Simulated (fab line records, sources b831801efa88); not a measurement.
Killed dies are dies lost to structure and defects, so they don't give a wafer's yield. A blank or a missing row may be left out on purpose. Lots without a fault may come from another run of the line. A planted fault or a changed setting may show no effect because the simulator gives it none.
Problem report in the 8D (eight disciplines) form, filled by code | flow sky130 | the parts of the form that need people (team, actions taken, sign-off) are left out

1. THE PROBLEM
CONTACT_HDPCVD_THK at SKY_CONTACT_THK_MEAS_03 reads a mean of 680 nm on 2 wafers of 2 lots; wafers without a fault read 565 nm with a standard deviation of 5.6. That is +21 standard deviations from the usual mean.
First seen on wafer L733.6, day 34 10:44, on film_metro-01. The record holds 33 wafers of 11 lots with a number at this step. Rule for "out", or "out of limits": more than 4 standard deviations from the usual mean. The other wafers with a number count as sound.

2. WHAT IT IS AND WHAT IT IS NOT
question                    | is                           | is not
which readings at this step | CONTACT_HDPCVD_THK           | -
which lots                  | L733, L735                   | L722, L723, L725, L734, L736, L737, L738, L740, L743
which wafers of those lots  | L733.6, L735.2               | L733.3, L733.5, L735.1, L735.6
read on which gauges        | film_metro-01, film_metro-03 | film_metro-02
when                        | from day 34 10:44            | up to then (11 sound wafers); but 20 sound wafers of L734, L735, L736, L737, L738, L740, L743 came after

3. SUSPECTS, AND WHAT RULES EACH OUT
Counting: a tool at a process step up to the reading stays a suspect if it ran every lot that is out. Sound lots after the first of them don't rule it out here, since some wafers of a struck lot are sound.
- the gauge at SKY_CONTACT_THK_MEAS_03: ruled out. The wafers that are out were read on 2 gauges (film_metro-01, film_metro-03).
- cmp-01 at SKY_LI_CONTACT_CMP_02 (polishes PSG): kept. It ran every lot that is out, first L733 (day 32 03:11); its last sound lot up to then is L725 (day 29 14:38).
- rie_diel-01 at SKY_LI_CONTACT_ETCH_14 (etches BARC in N2/H2, stops on SiO2, time 45.9 s, target depth 60 nm): kept. It ran every lot that is out, first L733 (day 33 06:04); its last sound lot up to then is L723 (day 29 20:58).
- hdpcvd-02 at SKY_CONTACT_HDPCVD_02 (deposits SiO2, target thk 565 nm, time 94.2 s): kept. It ran every lot that is out, first L733 (day 34 10:39); its last sound lot up to then is L723 (day 31 03:41). Its own readings are out on those wafers: sih4_flow_sccm.
- Within rie_diel-01 at SKY_LI_CONTACT_ETCH_14: the wafers that are out ran in chamber 3; their sound lot-mates ran in chambers 0, 2.
- Within hdpcvd-02 at SKY_CONTACT_HDPCVD_02: the wafers that are out ran in chamber 0; their sound lot-mates ran in chambers 1, 2.
Left after counting: cmp-01 at SKY_LI_CONTACT_CMP_02, rie_diel-01 at SKY_LI_CONTACT_ETCH_14, hdpcvd-02 at SKY_CONTACT_HDPCVD_02.

4. THE CAUSE (what the simulator had put in)
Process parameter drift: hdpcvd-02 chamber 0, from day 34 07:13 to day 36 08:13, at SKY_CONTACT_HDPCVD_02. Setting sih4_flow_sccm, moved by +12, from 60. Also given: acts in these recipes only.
Counting left 3 suspects, and this tool is among them.

5. THE CHAIN OF EFFECTS, in route order
Each row: a reading whose mean over the struck wafers that have a number lies more than 3 standard deviations from the usual. Only readings for which the record gives a usual standard deviation are gone through. hours: the time from each lot's start at the first step in this table that gives one to its start at this step, as a median over the lots. sigmas: the change in usual standard deviations.
hours | step                    | reading            | usual      | on struck wafers | change | sigmas
0     | SKY_CONTACT_HDPCVD_02   | sih4_flow_sccm     | 59.96 sccm | 71.97            | +12.01 | +71
0     | SKY_CONTACT_THK_MEAS_03 | CONTACT_HDPCVD_THK | 565 nm     | 680              | +116   | +21
0     | SKY_CONTACT_CMP_04      | time_to_endpoint_s | 84 s       | 124              | +40    | +13
The process steps in it:
- SKY_CONTACT_HDPCVD_02: deposits SiO2, target thk 565 nm, time 94.2 s.
- SKY_CONTACT_CMP_04: polishes SiO2.

6. WHAT WOULD HAVE CAUGHT IT SOONER
In this record the first reading out of limits at a measuring or inspecting step was taken at day 34 10:44, 4 hours after the fault began at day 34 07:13.
The tool's own readings at SKY_CONTACT_HDPCVD_02 were out on every struck wafer that the step has a row for (sih4_flow_sccm): an alarm limit on them would have fired on the first of those.
Of the lots that are out (2), L735 began SKY_CONTACT_HDPCVD_02 on hdpcvd-02 after day 34 10:44. A hold on the tool at that time would have spared it.
